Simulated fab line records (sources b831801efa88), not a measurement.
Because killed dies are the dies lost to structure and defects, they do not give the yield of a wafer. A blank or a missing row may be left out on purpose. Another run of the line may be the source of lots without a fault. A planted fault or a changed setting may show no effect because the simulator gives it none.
fab line records + flow gf180mcu
[record]
- lots = 7
- wafers = 21
- last-day = 31
route steps=602 shown V5@540
lots with no fault: from the same line, run without faults
start-h: hours from the record's opening day to when the first of the lot's shown wafers began + wait-h: hours since the lot's step before + " repeats the value in the row above + L1.1+2: one row covering several wafers at once + - value missing, or start not given + * or withheld: withheld + < > ~ a bound
route shown NAME@n: names a module that has steps shown in the file, with the first one's number in the route + usual: average and standard deviation across the fault-free wafers + same: alike in all rows + chamber/n: place in a boat + sites: readings site by site + _std_site: the standard deviation of these + _edge_site: inner sites' mean taken away from outer sites' mean + radius-mm: for every site, how far away it sits from the centre of the wafer + mask NAME#n: copy n + behind: the tool/chamber that last shaped the wafer + hold: why the lot was held/for how many hours/how that ended + device: whichever transistor did not switch (one of n, p or np) + end of line: tests run on the same wafers once the route is complete + step lacking rows: just its recipe + killed: not the wafer's yield, but the dies lost to structure and defects at the first sort + map: the dies of a wafer, with x for killed, . for not killed, _ for no die there
set.NAME: the run value of the setting; set.NAME@STEP: its run value at that earlier step + model.NAME: the simulator's own value behind a step, which no gauge read
a table for each step, a row for each wafer; lots at some steps of the route
services: a tool's chamber out of use, with start hour (start-h, from the record's first day; less than 0 if before it), hours out, and reason
[[steps]]
[step GF_V5_CVD_00]
[recipe]
- material = SiO2
- target-thk-nm = 300
- sigma-open-frac = 0.3
- temp-c = 400
- time-s = 50
- sih4-flow-sccm = 60
- pressure-mtorr = 6
[step GF_V5_THK_MEAS_01]
[recipe]
- reads = SiO2_of_V5_CVD_00
[usual]
- V5_CVD_00_THK = 300/3.1
| lot.wafer | tool          | chamber | start-h | wait-h | V5_CVD_00_THK[nm] |
|-----------|---------------|---------|---------|--------|-------------------|
| L536.4    | film-metro-04 | -       | 607.57  | 0.0    | 303               |
| L536.5    | "             | -       | "       | "      | 304               |
| L536.6    | "             | -       | "       | "      | 300               |
| L537.3    | film-metro-04 | -       | 613.00  | 0.0    | 306               |
| L537.5    | "             | -       | "       | "      | 303               |
| L537.6    | "             | -       | "       | "      | 303               |
| L540.1    | film-metro-04 | -       | 639.59  | 0.0    | 294               |
| L540.3    | "             | -       | "       | "      | 296               |
| L540.4    | "             | -       | "       | "      | 297               |
| L547.3    | film-metro-04 | -       | 694.42  | 0.0    | 301               |
| L547.4    | "             | -       | "       | "      | 299               |
| L547.6    | "             | -       | "       | "      | 298               |
| L550.1    | film-metro-04 | -       | 714.40  | 0.0    | 298               |
| L550.2    | "             | -       | "       | "      | 295               |
| L550.3    | "             | -       | "       | "      | 299               |
| L551.1    | film-metro-02 | -       | 717.08  | 0.0    | 300               |
| L551.3    | "             | -       | "       | "      | 298               |
| L551.6    | "             | -       | "       | "      | 299               |
| L552.2    | film-metro-01 | -       | 721.50  | 0.0    | 305               |
| L552.5    | "             | -       | "       | "      | 305               |
| L552.6    | "             | -       | "       | "      | 302               |
[step GF_V5_CVD_02]
[recipe]
- material = SiO2
- target-thk-nm = 1450
- precursor = TEOS
- temp-c = 400
- time-s = 163.28
- rf-w = 600
[usual]
- heater-power-w = 689/82
| lot.wafer | tool     | chamber | start-h | wait-h | heater-power-w |
|-----------|----------|---------|---------|--------|----------------|
| L536.4    | pecvd-04 | 0       | 607.65  | 0.1    | 687            |
| L536.5    | "        | 1       | "       | "      | 668            |
| L536.6    | "        | 2       | "       | "      | 763            |
| L537.3    | pecvd-04 | 1       | 613.04  | 0.0    | 838            |
| L537.5    | "        | 0       | "       | "      | 521            |
| L537.6    | "        | 2       | "       | "      | 630            |
| L540.1    | pecvd-02 | 1       | 639.65  | 0.1    | 664            |
| L540.3    | "        | 2       | "       | "      | 678            |
| L540.4    | "        | 1       | "       | "      | 547            |
| L547.3    | pecvd-01 | 1       | 694.46  | 0.0    | 629            |
| L547.4    | "        | 0       | "       | "      | 658            |
| L547.6    | "        | 1       | "       | "      | 716            |
| L550.1    | pecvd-02 | 2       | 714.46  | 0.1    | 752            |
| L550.2    | "        | 1       | "       | "      | 596            |
| L550.3    | "        | 0       | "       | "      | 632            |
| L551.1    | pecvd-04 | 0       | 717.14  | 0.1    | 646            |
| L551.3    | "        | 2       | "       | "      | 616            |
| L551.6    | "        | 0       | "       | "      | 516            |
| L552.2    | pecvd-04 | 0       | 721.55  | 0.0    | 600            |
| L552.5    | "        | 1       | "       | "      | 813            |
| L552.6    | "        | 2       | "       | "      | 614            |
[step GF_V5_THK_MEAS_03]
[recipe]
- reads = SiO2_of_V5_CVD_02
[usual]
- V5_CVD_02_THK = 1453/19
| lot.wafer | tool          | chamber | start-h | wait-h | V5_CVD_02_THK[nm] |
|-----------|---------------|---------|---------|--------|-------------------|
| L536.4    | film-metro-04 | -       | 607.74  | 0.0    | 1456              |
| L536.5    | "             | -       | "       | "      | 1459              |
| L536.6    | "             | -       | "       | "      | 1458              |
| L537.3    | film-metro-04 | -       | 613.17  | 0.1    | 1427              |
| L537.5    | "             | -       | "       | "      | 1445              |
| L537.6    | "             | -       | "       | "      | 1429              |
| L540.1    | film-metro-04 | -       | 639.81  | 0.1    | 1435              |
| L540.3    | "             | -       | "       | "      | 1471              |
| L540.4    | "             | -       | "       | "      | 1454              |
| L547.3    | film-metro-01 | -       | 694.59  | 0.1    | 1462              |
| L547.4    | "             | -       | "       | "      | 1476              |
| L547.6    | "             | -       | "       | "      | 1486              |
| L550.1    | film-metro-02 | -       | 714.56  | 0.1    | 1428              |
| L550.2    | "             | -       | "       | "      | 1424              |
| L550.3    | "             | -       | "       | "      | 1422              |
| L551.1    | film-metro-01 | -       | 717.25  | 0.1    | 1444              |
| L551.3    | "             | -       | "       | "      | 1460              |
| L551.6    | "             | -       | "       | "      | 1466              |
| L552.2    | film-metro-02 | -       | 721.67  | 0.1    | 1444              |
| L552.5    | "             | -       | "       | "      | 1476              |
| L552.6    | "             | -       | "       | "      | 1464              |
[step GF_V5_CMP_04]
[recipe]
- material = SiO2
- down-force-psi = 4
- platen-rpm = 60
- pad-velocity-m-s = 0.94248
[usual]
- motor-current-A = 12.0/0.71
- slurry-flow-ml-min = 150.0/0.47
| lot.wafer | tool   | chamber | start-h | wait-h | motor-current-A | slurry-flow-ml-min |
|-----------|--------|---------|---------|--------|-----------------|--------------------|
| L536.4    | cmp-02 | 2       | 607.77  | 0.0    | 11.0            | 150.3              |
| L536.5    | "      | 2       | "       | "      | 10.9            | 149.7              |
| L536.6    | "      | 3       | "       | "      | 11.6            | 149.9              |
| L537.3    | cmp-01 | 3       | 613.31  | 0.1    | 12.2            | 150.0              |
| L537.6    | "      | 1       | "       | "      | 11.6            | 149.6              |
| L537.5    | "      | 2       | "       | "      | 12.5            | 149.5              |
| L540.1    | cmp-02 | 0       | 639.87  | 0.1    | 12.7            | 149.9              |
| L540.3    | "      | 2       | "       | "      | 10.7            | 150.2              |
| L540.4    | "      | 3       | "       | "      | 11.4            | 150.5              |
| L547.4    | cmp-02 | 1       | 694.82  | 0.2    | 12.4            | 149.5              |
| L547.3    | "      | 2       | "       | "      | 11.3            | 151.3              |
| L547.6    | "      | 0       | "       | "      | 11.9            | 149.2              |
| L550.1    | cmp-02 | 0       | 714.62  | 0.1    | 12.6            | 150.2              |
| L550.2    | "      | 1       | "       | "      | 12.6            | 149.5              |
| L550.3    | "      | 2       | "       | "      | 10.3            | 150.2              |
| L551.1    | cmp-01 | 2       | 717.36  | 0.1    | 13.2            | 150.3              |
| L551.3    | "      | 3       | "       | "      | 12.8            | 150.5              |
| L551.6    | "      | 2       | "       | "      | 12.0            | 149.4              |
| L552.2    | cmp-01 | 2       | 721.81  | 0.1    | 12.3            | 150.6              |
| L552.5    | "      | 1       | "       | "      | 11.4            | 150.1              |
| L552.6    | "      | 2       | "       | "      | 12.2            | 150.1              |
[step GF_V5_BOW_MEAS_05]
[recipe]
- mode = bow
[usual]
- V5_BOW = 135/8.3
| lot.wafer | tool          | chamber | start-h | wait-h | V5_BOW[um] |
|-----------|---------------|---------|---------|--------|------------|
| L536.4    | film-metro-04 | -       | 608.13  | 0.3    | 130        |
| L536.5    | "             | -       | "       | "      | 117        |
| L536.6    | "             | -       | "       | "      | 119        |
| L537.3    | film-metro-01 | -       | 613.55  | 0.2    | 147        |
| L537.5    | "             | -       | "       | "      | 157        |
| L537.6    | "             | -       | "       | "      | 138        |
| L540.1    | film-metro-02 | -       | 640.17  | 0.2    | 136        |
| L540.3    | "             | -       | "       | "      | 124        |
| L540.4    | "             | -       | "       | "      | 130        |
| L547.3    | film-metro-02 | -       | 695.06  | 0.1    | 117        |
| L547.4    | "             | -       | "       | "      | 121        |
| L547.6    | "             | -       | "       | "      | 132        |
| L550.1    | film-metro-04 | -       | 714.92  | 0.2    | 143        |
| L550.2    | "             | -       | "       | "      | 136        |
| L550.3    | "             | -       | "       | "      | 124        |
| L551.1    | film-metro-02 | -       | 717.61  | 0.2    | 138        |
| L551.3    | "             | -       | "       | "      | 129        |
| L551.6    | "             | -       | "       | "      | 134        |
| L552.2    | film-metro-01 | -       | 722.15  | 0.3    | 132        |
| L552.5    | "             | -       | "       | "      | 133        |
| L552.6    | "             | -       | "       | "      | 133        |
[step GF_V5_DEHYDRATE_06]
[recipe]
- temp-c = 200
- time-s = 60
[step GF_V5_HMDS_07]
[recipe]
- prime-time-s = 60
- prime-temp-c = 120
[step GF_V5_COAT_08]
[recipe]
- resist = BARC
- temp-c = withheld
- time-s = withheld
- spin-rpm = withheld
- resist-thk-nm = withheld
[step GF_V5_COAT_09]
[recipe]
- resist = KrF
- spin-rpm = withheld
- resist-thk-nm = 1000
[step GF_V5_SOFTBAKE_10]
[recipe]
- temp-c = 130
- time-s = 60
- resist = KrF
[step GF_V5_EXPOSE_11]
[recipe]
- mask-id = Via5
- target-cd-nm = 260
- na = 0.68
- source-shape = conventional
- sigma-outer = 0.6
- dose-mj = 38
[step GF_V5_PEB_12]
[recipe]
- peb-temp-c = 135
- peb-time-s = 90
- resist = KrF
[usual]
- chill-plate-temp-C = 22.99/0.1
- exhaust-pa = 44.9/0.85
| lot.wafer | tool           | chamber | start-h | wait-h | chill-plate-temp-C | exhaust-pa |
|-----------|----------------|---------|---------|--------|--------------------|------------|
| L536.4    | litho-track-03 | 0       | 628.12  | -      | 22.96              | 45.0       |
| L536.5    | "              | 0       | "       | "      | 23.24              | 44.8       |
| L536.6    | "              | 0       | "       | "      | 23.16              | 45.1       |
| L537.3    | litho-track-02 | 0       | 634.23  | -      | 22.93              | 45.3       |
| L537.5    | "              | 0       | "       | "      | 22.94              | 46.7       |
| L537.6    | "              | 0       | "       | "      | 22.76              | 44.7       |
| L540.1    | litho-track-01 | 0       | 659.06  | -      | 22.96              | 43.5       |
| L540.3    | "              | 0       | "       | "      | 22.97              | 45.3       |
| L540.4    | "              | 0       | "       | "      | 22.83              | 44.0       |
| L547.3    | litho-track-01 | 0       | 713.62  | -      | 23.00              | 45.4       |
| L547.4    | "              | 0       | "       | "      | 23.02              | 45.8       |
| L547.6    | "              | 0       | "       | "      | 22.99              | 45.7       |
| L550.1    | litho-track-03 | -       | 731.57  | -      | -                  | -          |
| L550.2    | "              | -       | "       | "      | -                  | -          |
| L550.3    | "              | -       | "       | "      | -                  | -          |
| L551.1    | litho-track-03 | -       | 735.27  | -      | -                  | -          |
| L551.3    | "              | -       | "       | "      | -                  | -          |
| L551.6    | "              | -       | "       | "      | -                  | -          |
| L552.2    | litho-track-03 | -       | 739.75  | -      | -                  | -          |
| L552.5    | "              | -       | "       | "      | -                  | -          |
| L552.6    | "              | -       | "       | "      | -                  | -          |
[step GF_V5_DEVELOP_13]
[recipe]
- develop-time-s = 60
- resist = KrF
- dev-temp-c = 21
[[services]]
| tool           | chamber | start-h | hours | kind                      |
|----------------|---------|---------|-------|---------------------------|
| litho-track-03 | -       | 589.13  | -     | consumable-replace:filter |
| cmp-02         | -       | 589.42  | 3.0   | repair                    |
| pecvd-01       | -       | 619.03  | 1.1   | repair                    |
| cmp-01         | -       | 627.89  | 1.1   | repair                    |
| pecvd-01       | -       | 630.16  | 0.8   | repair                    |
| pecvd-01       | 1       | 630.65  | 2.0   | repair                    |
| pecvd-02       | 0       | 633.55  | 7.7   | repair                    |
| pecvd-04       | -       | 661.28  | 1.7   | repair                    |
| litho-track-01 | -       | 669.73  | -     | consumable-replace:filter |
| cmp-01         | -       | 673.75  | 2.3   | repair                    |
| pecvd-04       | -       | 693.28  | 2.8   | pm                        |
| pecvd-01       | 0       | 725.50  | 16.9  | repair                    |
[[key]]
[first-sign]
- step = GF_V5_PEB_12
- reading = tool-record
- direction = missing
effect none on later readings
met-at GF_V5_PEB_12
struck-wafers L550.1,L550.2,L550.3,L551.1,L551.3,L551.6,L552.2,L552.5,L552.6
later-rows-left-out L550.1,L550.2,L550.3,L551.1,L551.3,L551.6,L552.2,L552.5,L552.6
sort-left-out L550.1,L550.2,L550.3,L551.1,L551.3,L551.6,L552.2,L552.5,L552.6
onset-between 628.12 731.57
[fault]
- kind = skipped-step-whole
- tool = litho-track-03
- chamber = -
- onset-h = 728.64
- steps = GF_V5_PEB_12
- scope = struck-lots-only
// sort-left-out: the simulated sort isn't trusted on such a fault, so these wafers' sort isn't shown, and their yield isn't known
// later-rows-left-out: the simulator's readings of these wafers behind a module that went badly wrong aren't trusted and aren't shown, but for the sort
